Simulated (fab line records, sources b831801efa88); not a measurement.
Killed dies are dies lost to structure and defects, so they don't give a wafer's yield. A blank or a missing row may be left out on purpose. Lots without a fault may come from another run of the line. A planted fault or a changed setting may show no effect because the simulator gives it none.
fab line records | flow sky130
record lots=5 wafers=15 last_day=50
route steps=708 shown LDD_P@258 LDD_HVN@267 LDD_HVP@278 LDD_LDN@289
lots that met no fault: from a run of the same line without faults
start_h: hours from the record's first day to the start of the lot's first wafer shown | wait_h: hours since the lot's step before | " the same as in the row above | L1.1+2: a row that stands for several wafers | - no value, or no start given | * or withheld: withheld | < > ~ a bound
route shown NAME@n: a module of which the file shows steps, and the number in the route of the first | usual: mean/standard deviation of fault-free wafers | same: alike in all rows | chamber/n: place in a boat | sites: the reading at each site | _std_site: their standard deviation | _edge_site: outer sites' mean less inner sites' | radius_mm: how far each site lies from the wafer's centre | mask NAME#n: copy n | behind: the tool/chamber that last shaped the wafer | hold: why the lot was held/for how many hours/how that ended | device: the transistor (n, p or np) that didn't switch | end of line: the same wafers' tests at the end of the route | a step without rows: its recipe alone | killed: dies lost to structure and defects at the first sort, not the wafer's yield | map: a wafer's dies, x killed, . not, _ none there
set.NAME: the setting as run; set.NAME@STEP: as run at that earlier step | model.NAME: the simulator's own value behind a step, which no gauge read
lots at some steps of the route; a table a step, a row a wafer
services: from which hour (start_h, from the record's first day; less than 0 if before it) a tool's chamber was out of use, for how many hours, and why
## steps
# step SKY_LDD_P_SOFTBAKE_03
# recipe temp_c=90 time_s=60 resist=NOVOLAK
# columns lot.wafer tool chamber start_h wait_h
L075.1+2+4 litho_track-04 0 425.34 0.1
L087.2+3+6 litho_track-01 0 532.55 0.1
L091.1+3+5 litho_track-04 0 565.54 0.1
L094.1+2+3 litho_track-04 0 596.84 0.1
L097.3+4+5 litho_track-04 0 611.09 0.1
# step SKY_LDD_P_EXPOSE_04
# recipe mask_id=PSDM na=0.6 source_shape=conventional sigma_outer=0.6 polarization=unpolarized target_cd_nm=380 dose_mj=138
# columns lot.wafer tool chamber start_h wait_h mask
L075.1+2+4 iline_stepper-02 0 - - PSDM#0
L087.2+3+6 iline_stepper-02 0 - - PSDM#0
L091.1+3+5 iline_stepper-02 0 - - PSDM#0
L094.1+2+3 iline_stepper-01 0 - - PSDM#0
L097.3+4+5 iline_stepper-01 0 - - PSDM#0
# step SKY_LDD_P_PEB_05
# recipe temp_c=withheld time_s=* resist=NOVOLAK
# columns lot.wafer tool chamber start_h wait_h
L075.1+2+4 litho_track-04 0 - -
L087.2+3+6 litho_track-01 0 - -
L091.1+3+5 litho_track-04 0 - -
L094.1+2+3 litho_track-04 0 - -
L097.3+4+5 litho_track-03 0 - -
# step SKY_LDD_P_DEVELOP_06
# recipe resist=NOVOLAK developer=TMAH develop_time_s=60 dev_temp_c=23
# columns lot.wafer tool chamber start_h wait_h
L075.1+2+4 litho_track-04 0 440.99 0.1
L087.2+3+6 litho_track-01 0 547.70 0.1
L091.1+3+5 litho_track-04 0 579.94 0.1
L094.1+2+3 litho_track-04 0 611.34 0.1
L097.3+4+5 litho_track-03 0 625.05 0.1
# step SKY_LDD_P_CD_MEAS_07
# recipe target_cd_nm=380
# usual cd_nm=379.8/2.6
# columns lot.wafer tool chamber start_h wait_h cd_nm
L075.1 cd_sem-02 - 441.14 0.1 379.0
L075.2 " - " " 377.9
L075.4 " - " " 376.1
L087.2 cd_sem-02 - 547.85 0.1 377.7
L087.3 " - " " 375.8
L087.6 " - " " 376.6
L091.1 cd_sem-02 - 580.09 0.1 377.9
L091.3 " - " " 375.5
L091.5 " - " " 374.6
L094.1 cd_sem-02 - 611.49 0.1 379.9
L094.2 " - " " 384.6
L094.3 " - " " 380.2
L097.3 cd_sem-02 - 625.19 0.1 377.7
L097.4 " - " " 375.4
L097.5 " - " " 378.0
# step SKY_LDD_P_OVL_MEAS_08
# usual LDD_P_OVL=0.1/1.4
# columns lot.wafer tool chamber start_h wait_h LDD_P_OVL[nm]
L075.1 overlay-02 - 441.26 0.1 0.9
L075.2 " - " " -0.1
L075.4 " - " " -0.3
L087.2 overlay-01 - 547.95 0.1 -1.7
L087.3 " - " " -2.2
L087.6 " - " " -1.6
L091.1 overlay-01 - 580.21 0.1 0.8
L091.3 " - " " -0.7
L091.5 " - " " -0.3
L094.1 overlay-01 - 611.61 0.1 3.7
L094.2 " - " " 1.0
L094.3 " - " " 1.9
L097.3 overlay-01 - 625.28 0.1 -1.0
L097.4 " - " " -2.0
L097.5 " - " " -1.5
# step SKY_LDD_P_IMPLANT_09
# recipe species=BF2 energy_kev=25 dose_cm2=1e+13 tilt_deg=withheld
# usual beam_energy_keV=25.000/0.0071
# columns lot.wafer tool chamber start_h wait_h beam_energy_keV
L075.1 implanter-01 0 441.29 0.0 24.998
L075.2 " 0 " " 25.006
L075.4 " 0 " " 24.995
L087.2 implanter-01 0 548.01 0.0 25.003
L087.3 " 0 " " 24.998
L087.6 " 0 " " 24.989
L091.1 implanter-01 0 580.24 0.0 24.991
L091.3 " 0 " " 25.004
L091.5 " 0 " " 24.996
L094.1 implanter-02 0 611.64 0.0 24.997
L094.2 " 0 " " 25.006
L094.3 " 0 " " 24.988
L097.3 implanter-04 0 625.36 0.1 24.992
L097.4 " 0 " " 25.005
L097.5 " 0 " " 24.983
# step SKY_LDD_P_STRIP_10
# recipe chemistry=O2/N2 power_w=1400 pressure_mtorr=1500 platen_temp_c=withheld o2_flow_sccm=3000 n2_flow_sccm=300 overash_fraction=0.5
# usual drypump_motor_current_A=5.6/0.4 oes_product_au=0.715/0.0038 strip_time_to_endpoint_s=14.19/0.053
# columns lot.wafer tool chamber start_h wait_h drypump_motor_current_A oes_product_au rf_hours_counter_h strip_time_to_endpoint_s
L075.1 plasma_asher-03 0 441.44 0.1 6.2 0.718 1 14.22
L075.2 " 1 " " 4.9 0.715 1 14.17
L075.4 " 1 " " 4.9 0.712 - 14.20
L087.2 plasma_asher-01 0 548.13 0.1 5.2 0.717 71 14.16
L087.3 " 0 " " 5.2 0.711 - 14.15
L087.6 " 1 " " 5.8 0.713 - 14.17
L091.1 plasma_asher-01 0 580.39 0.1 5.2 0.715 75 14.11
L091.3 " 1 " " 5.8 0.710 - 14.14
L091.5 " 1 " " 5.8 0.721 - 14.14
L094.1 plasma_asher-04 0 611.79 0.1 5.6 0.722 47 14.24
L094.2 " 1 " " 5.8 0.718 47 14.20
L094.3 " 0 " " 5.6 0.713 - 14.18
L097.3 plasma_asher-01 1 625.49 0.1 5.8 0.723 - 14.20
L097.4 " 0 " " 5.2 0.723 - 14.18
L097.5 " 1 " " 5.8 0.716 - 14.22
# step SKY_LDD_P_TW_MEAS_11
# usual LDD_P_TW=634/3.5
# columns lot.wafer tool chamber start_h wait_h LDD_P_TW
L075.1 film_metro-01 - 441.54 0.1 633
L075.2 " - " " 635
L075.4 " - " " 630
L087.2 film_metro-01 - 548.24 0.1 630
L087.3 " - " " 628
L087.6 " - " " 627
L091.1 film_metro-03 - 580.49 0.1 632
L091.3 " - " " 631
L091.5 " - " " 634
L094.1 film_metro-03 - 611.89 0.1 636
L094.2 " - " " 639
L094.3 " - " " 643
L097.3 film_metro-03 - 625.58 0.1 634
L097.4 " - " " 635
L097.5 " - " " 632
# step SKY_LDD_HVN_DEHYDRATE_00
# recipe temp_c=200 time_s=60
# columns lot.wafer tool chamber start_h wait_h
L075.1+2+4 litho_track-01 0 456.63 15.1
L087.2+3+6 litho_track-02 0 562.34 14.1
L091.1+3+5 litho_track-02 0 593.96 13.5
L094.1+2+3 litho_track-04 0 626.04 14.1
L097.3+4+5 litho_track-04 0 639.39 13.8
# step SKY_LDD_HVN_HMDS_01
# recipe prime_time_s=60 prime_temp_c=120
# columns lot.wafer tool chamber start_h wait_h
L075.1+2+4 litho_track-01 0 456.78 0.1
L087.2+3+6 litho_track-02 0 562.49 0.1
L091.1+3+5 litho_track-02 0 594.11 0.1
L094.1+2+3 litho_track-04 0 626.19 0.1
L097.3+4+5 litho_track-04 0 639.54 0.1
# step SKY_LDD_HVN_COAT_02
# recipe resist=NOVOLAK spin_rpm=3000 resist_thk_nm=300
# columns lot.wafer tool chamber start_h wait_h
L075.1+2+4 litho_track-01 0 456.93 0.1
L087.2+3+6 litho_track-02 0 562.64 0.1
L091.1+3+5 litho_track-02 0 594.26 0.1
L094.1+2+3 litho_track-04 0 626.34 0.1
L097.3+4+5 litho_track-04 0 639.69 0.1
# step SKY_LDD_HVN_SOFTBAKE_03
# recipe temp_c=90 time_s=60 resist=NOVOLAK
# columns lot.wafer tool chamber start_h wait_h
L075.1+2+4 litho_track-01 0 457.08 0.1
L087.2+3+6 litho_track-02 0 562.79 0.1
L091.1+3+5 litho_track-02 0 594.41 0.1
L094.1+2+3 litho_track-04 0 626.49 0.1
L097.3+4+5 litho_track-04 0 639.84 0.1
# step SKY_LDD_HVN_EXPOSE_04
# recipe mask_id=HVNTM na=0.6 source_shape=conventional sigma_outer=0.6 polarization=unpolarized target_cd_nm=700 dose_mj=127
# columns lot.wafer tool chamber start_h wait_h mask
L075.1+2+4 iline_stepper-02 0 - - HVNTM#0
L087.2+3+6 iline_stepper-01 0 - - HVNTM#0
L091.1+3+5 iline_stepper-02 0 - - HVNTM#0
L094.1+2+3 iline_stepper-01 0 - - HVNTM#0
L097.3+4+5 iline_stepper-02 0 - - HVNTM#0
# step SKY_LDD_HVN_PEB_05
# recipe temp_c=withheld time_s=* resist=NOVOLAK
# columns lot.wafer tool chamber start_h wait_h
L075.1+2+4 litho_track-04 0 - -
L087.2+3+6 litho_track-04 0 - -
L091.1+3+5 litho_track-01 0 - -
L094.1+2+3 litho_track-04 0 - -
L097.3+4+5 litho_track-02 0 - -
# step SKY_LDD_HVN_DEVELOP_06
# recipe resist=NOVOLAK developer=TMAH develop_time_s=60 dev_temp_c=23
# columns lot.wafer tool chamber start_h wait_h
L075.1+2+4 litho_track-04 0 472.19 0.1
L087.2+3+6 litho_track-04 0 578.16 0.1
L091.1+3+5 litho_track-01 0 609.18 0.1
L094.1+2+3 litho_track-04 0 640.69 0.1
L097.3+4+5 litho_track-02 0 653.46 0.1
# step SKY_LDD_HVN_OVL_MEAS_07
# usual LDD_HVN_OVL=-0.8/1.3
# columns lot.wafer tool chamber start_h wait_h LDD_HVN_OVL[nm]
L075.1 overlay-02 - 472.34 0.1 -3.2
L075.2 " - " " -1.9
L075.4 " - " " -1.7
L087.2 overlay-02 - 578.29 0.1 -1.5
L087.3 " - " " -1.3
L087.6 " - " " -2.2
L091.1 overlay-02 - 609.33 0.1 -0.4
L091.3 " - " " -1.0
L091.5 " - " " -0.4
L094.1 overlay-01 - 640.84 0.1 -0.5
L094.2 " - " " -1.7
L094.3 " - " " -0.2
L097.3 overlay-01 - 653.58 0.1 2.0
L097.4 " - " " 2.6
L097.5 " - " " 1.1
# step SKY_LDD_HVN_IMPLANT_08
# recipe species=P energy_kev=60 dose_cm2=3e+13 tilt_deg=40
# usual beam_energy_keV=60.007/0.018
# columns lot.wafer tool chamber start_h wait_h beam_energy_keV
L075.1 implanter-04 0 472.37 0.0 60.013
L075.2 " 0 " " 60.000
L075.4 " 0 " " 60.025
L087.2 implanter-01 0 578.35 0.0 60.013
L087.3 " 0 " " 59.990
L087.6 " 0 " " 60.000
L091.1 implanter-04 0 609.36 0.0 60.012
L091.3 " 0 " " 60.026
L091.5 " 0 " " 60.034
L094.1 implanter-04 0 640.87 0.0 60.013
L094.2 " 0 " " 60.015
L094.3 " 0 " " 59.981
L097.3 implanter-04 0 653.65 0.1 60.006
L097.4 " 0 " " 60.039
L097.5 " 0 " " 60.029
# step SKY_LDD_HVN_STRIP_09
# recipe chemistry=O2/N2 power_w=1400 pressure_mtorr=1500 platen_temp_c=withheld o2_flow_sccm=3000 n2_flow_sccm=300 overash_fraction=0.5
# usual drypump_motor_current_A=5.6/0.62 oes_product_au=0.409/0.004 strip_time_to_endpoint_s=4.142/0.018
# columns lot.wafer tool chamber start_h wait_h drypump_motor_current_A oes_product_au rf_hours_counter_h strip_time_to_endpoint_s
L075.1 plasma_asher-02 1 472.52 0.1 4.8 0.410 77 4.167
L075.2 " 0 " " 6.4 0.414 77 4.163
L075.4 " 0 " " 6.4 0.408 - 4.147
L087.2 plasma_asher-04 1 578.47 0.1 5.8 0.398 43 4.134
L087.3 " 1 " " 5.8 0.410 - 4.153
L087.6 " 1 " " 5.8 0.405 - 4.130
L091.1 plasma_asher-02 0 609.51 0.1 6.4 0.404 92 4.149
L091.3 " 0 " " 6.4 0.411 - 4.143
L091.5 " 0 " " 6.4 0.413 - 4.158
L094.1 plasma_asher-02 0 641.02 0.1 6.4 0.410 96 4.144
L094.2 " 1 " " 4.9 0.407 96 4.154
L094.3 " 1 " " 4.9 0.407 - 4.169
L097.3 plasma_asher-04 0 653.78 0.1 5.5 0.407 - 4.166
L097.4 " 1 " " 5.8 0.412 - 4.175
L097.5 " 0 " " 5.6 0.404 - 4.167
# step SKY_LDD_HVN_TW_MEAS_10
# usual LDD_HVN_TW=1432/7
# columns lot.wafer tool chamber start_h wait_h LDD_HVN_TW
L075.1 film_metro-01 - 472.62 0.1 1420
L075.2 " - " " 1430
L075.4 " - " " 1431
L087.2 film_metro-01 - 578.58 0.1 1435
L087.3 " - " " 1430
L087.6 " - " " 1435
L091.1 film_metro-01 - 609.61 0.1 1431
L091.3 " - " " 1426
L091.5 " - " " 1427
L094.1 film_metro-01 - 641.12 0.1 1441
L094.2 " - " " 1430
L094.3 " - " " 1432
L097.3 film_metro-04 - 653.87 0.1 1431
L097.4 " - " " 1431
L097.5 " - " " 1434
# step SKY_LDD_HVP_DEHYDRATE_00
# recipe temp_c=200 time_s=60
# columns lot.wafer tool chamber start_h wait_h
L075.1+2+4 litho_track-02 0 487.71 15.1
L087.2+3+6 litho_track-01 0 591.20 12.6
L091.1+3+5 litho_track-03 0 622.65 13.0
L094.1+2+3 litho_track-02 0 654.21 13.1
L097.3+4+5 litho_track-02 0 667.86 14.0
# step SKY_LDD_HVP_HMDS_01
# recipe prime_time_s=60 prime_temp_c=120
# columns lot.wafer tool chamber start_h wait_h
L075.1+2+4 litho_track-02 0 487.86 0.1
L087.2+3+6 litho_track-01 0 591.35 0.1
L091.1+3+5 litho_track-03 0 622.80 0.1
L094.1+2+3 litho_track-02 0 654.36 0.1
L097.3+4+5 litho_track-02 0 668.01 0.1
# step SKY_LDD_HVP_COAT_02
# recipe resist=NOVOLAK spin_rpm=3000 resist_thk_nm=300
# columns lot.wafer tool chamber start_h wait_h
L075.1+2+4 litho_track-02 0 488.01 0.1
L087.2+3+6 litho_track-01 0 591.50 0.1
L091.1+3+5 litho_track-03 0 622.95 0.1
L094.1+2+3 litho_track-02 0 654.51 0.1
L097.3+4+5 litho_track-02 0 668.16 0.1
# step SKY_LDD_HVP_SOFTBAKE_03
# recipe temp_c=90 time_s=60 resist=NOVOLAK
# columns lot.wafer tool chamber start_h wait_h
L075.1+2+4 litho_track-02 0 488.16 0.1
L087.2+3+6 litho_track-01 0 591.65 0.1
L091.1+3+5 litho_track-03 0 623.10 0.1
L094.1+2+3 litho_track-02 0 654.66 0.1
L097.3+4+5 litho_track-02 0 668.31 0.1
# step SKY_LDD_HVP_EXPOSE_04
# recipe mask_id=HVPTM na=0.6 source_shape=conventional sigma_outer=0.6 polarization=unpolarized target_cd_nm=700 dose_mj=86
# columns lot.wafer tool chamber start_h wait_h mask
L075.1+2+4 iline_stepper-02 0 - - HVPTM#0
L087.2+3+6 iline_stepper-01 0 - - HVPTM#0
L091.1+3+5 iline_stepper-02 0 - - HVPTM#0
L094.1+2+3 iline_stepper-02 0 - - HVPTM#0
L097.3+4+5 iline_stepper-01 0 - - HVPTM#0
# step SKY_LDD_HVP_PEB_05
# recipe temp_c=withheld time_s=* resist=NOVOLAK
# columns lot.wafer tool chamber start_h wait_h
L075.1+2+4 litho_track-03 0 - -
L087.2+3+6 litho_track-02 0 - -
L091.1+3+5 litho_track-01 0 - -
L094.1+2+3 litho_track-02 0 - -
L097.3+4+5 litho_track-01 0 - -
# step SKY_LDD_HVP_DEVELOP_06
# recipe resist=NOVOLAK developer=TMAH develop_time_s=60 dev_temp_c=23
# columns lot.wafer tool chamber start_h wait_h
L075.1+2+4 litho_track-03 0 503.65 0.1
L087.2+3+6 litho_track-02 0 606.34 0.1
L091.1+3+5 litho_track-01 0 637.73 0.1
L094.1+2+3 litho_track-02 0 668.86 0.1
L097.3+4+5 litho_track-01 0 681.78 0.1
# step SKY_LDD_HVP_OVL_MEAS_07
# usual LDD_HVP_OVL=0.0/1.7
# columns lot.wafer tool chamber start_h wait_h LDD_HVP_OVL[nm]
L075.1 overlay-01 - 503.83 0.2 4.0
L075.2 " - " " 2.6
L075.4 " - " " 2.7
L087.2 overlay-01 - 606.47 0.1 0.9
L087.3 " - " " 0.8
L087.6 " - " " 1.5
L091.1 overlay-01 - 637.88 0.1 0.2
L091.3 " - " " 0.4
L091.5 " - " " -0.3
L094.1 overlay-02 - 669.01 0.1 2.3
L094.2 " - " " 2.0
L094.3 " - " " 1.3
L097.3 overlay-01 - 681.89 0.1 -0.6
L097.4 " - " " -0.9
L097.5 " - " " 1.0
# step SKY_LDD_HVP_IMPLANT_08
# recipe species=B energy_kev=20 dose_cm2=1.7e+13 tilt_deg=17.9
# usual beam_energy_keV=20.000/0.0063
# columns lot.wafer tool chamber start_h wait_h beam_energy_keV
L075.1 implanter-04 0 503.87 0.0 20.002
L075.2 " 0 " " 19.991
L075.4 " 0 " " 19.996
L087.2 implanter-02 0 606.52 0.0 20.001
L087.3 " 0 " " 20.000
L087.6 " 0 " " 19.994
L091.1 implanter-02 0 637.91 0.0 20.005
L091.3 " 0 " " 20.001
L091.5 " 0 " " 19.998
L094.1 implanter-04 0 669.05 0.0 20.010
L094.2 " 0 " " 20.000
L094.3 " 0 " " 20.005
L097.3 implanter-04 0 681.96 0.1 20.006
L097.4 " 0 " " 20.004
L097.5 " 0 " " 20.010
# step SKY_LDD_HVP_STRIP_09
# recipe chemistry=O2/N2 power_w=1400 pressure_mtorr=1500 platen_temp_c=withheld o2_flow_sccm=3000 n2_flow_sccm=300 overash_fraction=0.5
# usual drypump_motor_current_A=5.6/0.56 oes_product_au=0.409/0.0048 strip_time_to_endpoint_s=4.141/0.015
# columns lot.wafer tool chamber start_h wait_h drypump_motor_current_A oes_product_au rf_hours_counter_h strip_time_to_endpoint_s
L075.1 plasma_asher-04 1 504.02 0.1 5.8 0.400 38 4.145
L075.2 " 0 " " 5.5 0.421 38 4.143
L075.4 " 0 " " 5.6 0.416 - 4.142
L087.2 plasma_asher-02 1 606.65 0.1 4.9 0.397 92 4.152
L087.3 " 0 " " 6.4 0.415 - 4.151
L087.6 " 1 " " 4.8 0.411 - 4.192
L091.1 plasma_asher-01 0 638.06 0.1 5.2 0.406 80 4.113
L091.3 " 0 " " 5.2 0.408 - 4.127
L091.5 " 0 " " 5.2 0.406 - 4.093
L094.1 plasma_asher-02 1 669.20 0.1 4.8 0.411 98 4.136
L094.2 " 0 " " 6.4 0.420 98 4.165
L094.3 " 1 " " 4.9 0.410 - 4.139
L097.3 plasma_asher-02 1 682.10 0.1 4.9 0.412 - 4.131
L097.4 " 0 " " 6.4 0.411 - 4.134
L097.5 " 0 " " 6.4 0.409 - 4.117
# step SKY_LDD_HVP_TW_MEAS_10
# usual LDD_HVP_TW=456.9/2.8
# columns lot.wafer tool chamber start_h wait_h LDD_HVP_TW
L075.1 film_metro-04 - 504.12 0.1 456.7
L075.2 " - " " 456.9
L075.4 " - " " 457.9
L087.2 film_metro-01 - 606.76 0.1 453.4
L087.3 " - " " 452.0
L087.6 " - " " 451.1
L091.1 film_metro-04 - 638.16 0.1 458.4
L091.3 " - " " 455.1
L091.5 " - " " 457.5
L094.1 film_metro-02 - 669.30 0.1 460.6
L094.2 " - " " 462.3
L094.3 " - " " 463.4
L097.3 film_metro-02 - 682.18 0.1 457.8
L097.4 " - " " 461.0
L097.5 " - " " 459.1
# step SKY_LDD_LDN_DEHYDRATE_00
# recipe temp_c=200 time_s=60
# columns lot.wafer tool chamber start_h wait_h
L075.1+2+4 litho_track-02 0 518.71 14.6
L087.2+3+6 litho_track-03 0 619.53 12.8
L091.1+3+5 litho_track-04 0 650.79 12.6
L094.1+2+3 litho_track-02 0 682.16 12.9
L097.3+4+5 litho_track-02 0 696.21 14.0
# step SKY_LDD_LDN_HMDS_01
# recipe prime_time_s=60 prime_temp_c=120
# columns lot.wafer tool chamber start_h wait_h
L075.1+2+4 litho_track-02 0 518.86 0.1
L087.2+3+6 litho_track-03 0 619.68 0.1
L091.1+3+5 litho_track-04 0 650.94 0.1
L094.1+2+3 litho_track-02 0 682.31 0.1
L097.3+4+5 litho_track-02 0 696.36 0.1
# step SKY_LDD_LDN_COAT_02
# recipe resist=NOVOLAK spin_rpm=3000 resist_thk_nm=1140
# columns lot.wafer tool chamber start_h wait_h
L075.1+2+4 litho_track-02 0 519.01 0.1
L087.2+3+6 litho_track-03 0 619.83 0.1
L091.1+3+5 litho_track-04 0 651.09 0.1
L094.1+2+3 litho_track-02 0 682.46 0.1
L097.3+4+5 litho_track-02 0 696.51 0.1
# step SKY_LDD_LDN_SOFTBAKE_03
# recipe temp_c=90 time_s=60 resist=NOVOLAK
# columns lot.wafer tool chamber start_h wait_h
L075.1+2+4 litho_track-02 0 519.16 0.1
L087.2+3+6 litho_track-03 0 619.98 0.1
L091.1+3+5 litho_track-04 0 651.24 0.1
L094.1+2+3 litho_track-02 0 682.61 0.1
L097.3+4+5 litho_track-02 0 696.66 0.1
# step SKY_LDD_LDN_EXPOSE_04
# recipe mask_id=LDNTM na=0.6 source_shape=conventional sigma_outer=0.6 polarization=unpolarized target_cd_nm=700 dose_mj=140
# columns lot.wafer tool chamber start_h wait_h mask
L075.1+2+4 iline_stepper-01 0 - - LDNTM#0
L087.2+3+6 iline_stepper-01 0 - - LDNTM#0
L091.1+3+5 iline_stepper-01 0 - - LDNTM#0
L094.1+2+3 iline_stepper-01 0 - - LDNTM#0
L097.3+4+5 iline_stepper-01 0 - - LDNTM#0
# step SKY_LDD_LDN_PEB_05
# recipe temp_c=withheld time_s=* resist=NOVOLAK
# columns lot.wafer tool chamber start_h wait_h
L075.1+2+4 litho_track-02 0 - -
L087.2+3+6 litho_track-04 0 - -
L091.1+3+5 litho_track-02 0 - -
L094.1+2+3 litho_track-02 0 - -
L097.3+4+5 litho_track-02 0 - -
# step SKY_LDD_LDN_DEVELOP_06
# recipe resist=NOVOLAK developer=TMAH develop_time_s=60 dev_temp_c=23
# columns lot.wafer tool chamber start_h wait_h
L075.1+2+4 litho_track-02 0 534.31 0.1
L087.2+3+6 litho_track-04 0 634.41 0.1
L091.1+3+5 litho_track-02 0 665.51 0.1
L094.1+2+3 litho_track-02 0 696.91 0.1
L097.3+4+5 litho_track-02 0 708.81 0.1
# step SKY_LDD_LDN_OVL_MEAS_07
# usual LDD_LDN_OVL=0.1/1.5
# columns lot.wafer tool chamber start_h wait_h LDD_LDN_OVL[nm]
L075.1 overlay-02 - 534.46 0.1 2.5
L075.2 " - " " -1.7
L075.4 " - " " 0.5
L087.2 overlay-01 - 634.54 0.1 1.4
L087.3 " - " " -0.8
L087.6 " - " " 0.2
L091.1 overlay-01 - 665.66 0.1 1.7
L091.3 " - " " -0.2
L091.5 " - " " 0.9
L094.1 overlay-02 - 697.06 0.1 -1.3
L094.2 " - " " 0.0
L094.3 " - " " -0.6
L097.3 overlay-02 - 708.93 0.1 -2.4
L097.4 " - " " -0.8
L097.5 " - " " -0.2
# step SKY_LDD_LDN_IMPLANT_08
# recipe species=As energy_kev=15 dose_cm2=1.25e+13 tilt_deg=withheld rotation_deg=23
# usual beam_energy_keV=15.000/0.0043
# columns lot.wafer tool chamber start_h wait_h beam_energy_keV
L075.1 implanter-02 0 534.50 0.0 15.003
L075.2 " 0 " " 14.995
L075.4 " 0 " " 15.001
L087.2 implanter-02 0 634.60 0.0 14.997
L087.3 " 0 " " 15.004
L087.6 " 0 " " 15.000
L091.1 implanter-01 0 665.70 0.0 15.001
L091.3 " 0 " " 14.993
L091.5 " 0 " " 15.001
L094.1 implanter-01 0 697.10 0.0 15.000
L094.2 " 0 " " 15.004
L094.3 " 0 " " 15.006
L097.3 implanter-02 0 709.00 0.1 15.003
L097.4 " 0 " " 14.995
L097.5 " 0 " " 15.002
# step SKY_LDD_LDN_IMPLANT_09
# recipe species=As energy_kev=15 dose_cm2=1.25e+13 tilt_deg=withheld rotation_deg=113
# usual beam_energy_keV=15.001/0.0052
# columns lot.wafer tool chamber start_h wait_h beam_energy_keV
L075.1 implanter-02 0 534.65 0.1 15.003
L075.2 " 0 " " 14.991
L075.4 " 0 " " 15.000
L087.2 implanter-02 0 634.75 0.1 15.005
L087.3 " 0 " " 15.001
L087.6 " 0 " " 15.001
L091.1 implanter-01 0 665.85 0.1 14.999
L091.3 " 0 " " 14.999
L091.5 " 0 " " 14.996
L094.1 implanter-01 0 697.25 0.1 15.006
L094.2 " 0 " " 15.006
L094.3 " 0 " " 15.008
L097.3 implanter-02 0 709.15 0.1 15.011
L097.4 " 0 " " 14.996
L097.5 " 0 " " 14.999
# step SKY_LDD_LDN_IMPLANT_10
# recipe species=As energy_kev=15 dose_cm2=1.25e+13 tilt_deg=withheld rotation_deg=203
# usual beam_energy_keV=15.001/0.0044
# columns lot.wafer tool chamber start_h wait_h beam_energy_keV
L075.1 implanter-02 0 534.80 0.1 15.002
L075.2 " 0 " " 15.009
L075.4 " 0 " " 15.005
L087.2 implanter-02 0 634.90 0.1 15.005
L087.3 " 0 " " 15.001
L087.6 " 0 " " 15.005
L091.1 implanter-01 0 666.00 0.1 14.999
L091.3 " 0 " " 15.002
L091.5 " 0 " " 14.994
L094.1 implanter-01 0 697.40 0.1 14.999
L094.2 " 0 " " 15.010
L094.3 " 0 " " 15.000
L097.3 implanter-02 0 709.30 0.1 15.012
L097.4 " 0 " " 15.003
L097.5 " 0 " " 15.008
# step SKY_LDD_LDN_IMPLANT_11
# recipe species=As energy_kev=15 dose_cm2=1.25e+13 tilt_deg=withheld rotation_deg=293
# usual beam_energy_keV=15.000/0.0048
# columns lot.wafer tool chamber start_h wait_h beam_energy_keV
L075.1 implanter-02 0 534.95 0.1 15.003
L075.2 " 0 " " 15.003
L075.4 " 0 " " 14.999
L087.2 implanter-02 0 635.05 0.1 15.005
L087.3 " 0 " " 15.008
L087.6 " 0 " " 14.998
L091.1 implanter-01 0 666.15 0.1 14.995
L091.3 " 0 " " 15.003
L091.5 " 0 " " 15.004
L094.1 implanter-01 0 697.55 0.1 14.993
L094.2 " 0 " " 14.994
L094.3 " 0 " " 14.996
L097.3 implanter-02 0 709.45 0.1 15.003
L097.4 " 0 " " 14.998
L097.5 " 0 " " 15.006
# step SKY_LDD_LDN_STRIP_12
# recipe chemistry=O2/N2 power_w=1400 pressure_mtorr=1500 platen_temp_c=withheld o2_flow_sccm=3000 n2_flow_sccm=300 overash_fraction=0.5
# usual drypump_motor_current_A=5.6/0.6 oes_product_au=0.716/0.0044 strip_time_to_endpoint_s=14.18/0.044
# columns lot.wafer tool chamber start_h wait_h drypump_motor_current_A oes_product_au rf_hours_counter_h strip_time_to_endpoint_s
L075.1 plasma_asher-01 0 535.10 0.1 5.2 0.721 70 14.21
L075.2 " 1 " " 5.8 0.711 70 14.20
L075.4 " 1 " " 5.8 0.714 - 14.21
L087.2 plasma_asher-02 0 635.17 0.1 6.4 0.715 95 14.14
L087.3 " 0 " " 6.4 0.720 - 14.16
L087.6 " 1 " " 4.9 0.724 - 14.16
L091.1 plasma_asher-03 0 666.30 0.1 6.3 0.719 23 14.20
L091.3 " 1 " " 4.9 0.715 - 14.19
L091.5 " 1 " " 4.9 0.720 - 14.22
L094.1 plasma_asher-01 0 697.70 0.1 5.2 0.711 86 14.21
L094.2 " 1 " " 5.8 0.713 86 14.20
L094.3 " 1 " " 5.8 0.720 - 14.19
L097.3 plasma_asher-03 1 709.58 0.1 4.9 0.721 - 14.21
L097.4 " 0 " " 6.3 0.713 - 14.21
L097.5 " 0 " " 6.3 0.714 - 14.21
# step SKY_LDD_LDN_TW_MEAS_13
# usual LDD_LDN_TW=1481/8.3
# columns lot.wafer tool chamber start_h wait_h LDD_LDN_TW
L075.1 film_metro-04 - 535.20 0.1 1478
L075.2 " - " " 1483
L075.4 " - " " 1485
L087.2 film_metro-03 - 635.28 0.1 1473
L087.3 " - " " 1475
L087.6 " - " " 1469
L091.1 film_metro-03 - 666.40 0.1 1478
L091.3 " - " " 1482
L091.5 " - " " 1477
L094.1 film_metro-04 - 697.80 0.1 1468
L094.2 " - " " 1469
L094.3 " - " " 1467
L097.3 film_metro-04 - 709.67 0.1 1463
L097.4 " - " " 1476
L097.5 " - " " 1474
# step SKY_LDD_LDN_CLEAN_14
# recipe chemistry=SC1/SC2 mix=1:4:20 temp_c=70 time_s=150 dry=n2_spin
# columns lot.wafer tool chamber start_h wait_h
L075.1+2+4 wet_bench-04 1 535.26 0.1
L087.2+3+6 wet_bench-02 1 635.33 0.0
L091.1+3+5 wet_bench-02 1 666.46 0.1
L094.1+2+3 wet_bench-01 2 697.86 0.1
L097.3+4+5 wet_bench-04 1 709.71 0.0
## services
# columns tool chamber start_h hours kind
plasma_asher-01 - 407.28 2.8 pm
implanter-02 - 409.17 4.1 repair
plasma_asher-03 - 421.28 9.0 pm
iline_stepper-01 - 421.95 4.3 pm
plasma_asher-03 - 489.02 14.6 pm
iline_stepper-02 - 495.01 1.7 pm
implanter-02 - 503.53 3.3 repair
plasma_asher-04 - 509.19 14.6 pm
iline_stepper-01 - 516.00 1.7 pm
implanter-01 - 527.61 5.5 repair
iline_stepper-01 - 551.24 4.4 pm
plasma_asher-04 - 555.10 6.4 repair
plasma_asher-04 - 555.39 1.1 repair
implanter-04 - 556.06 1.2 repair
implanter-04 - 579.88 5.6 repair
iline_stepper-02 - 584.72 8.6 repair
implanter-01 - 586.32 25.1 pm
iline_stepper-02 - 608.57 4.4 pm
implanter-01 - 611.43 31.3 pm
implanter-01 - 634.48 1.8 repair
plasma_asher-04 - 643.86 1.8 repair
implanter-04 - 646.51 3.5 pm
plasma_asher-01 - 682.50 3.4 repair
plasma_asher-04 - 703.84 1.4 repair
## key
fault none
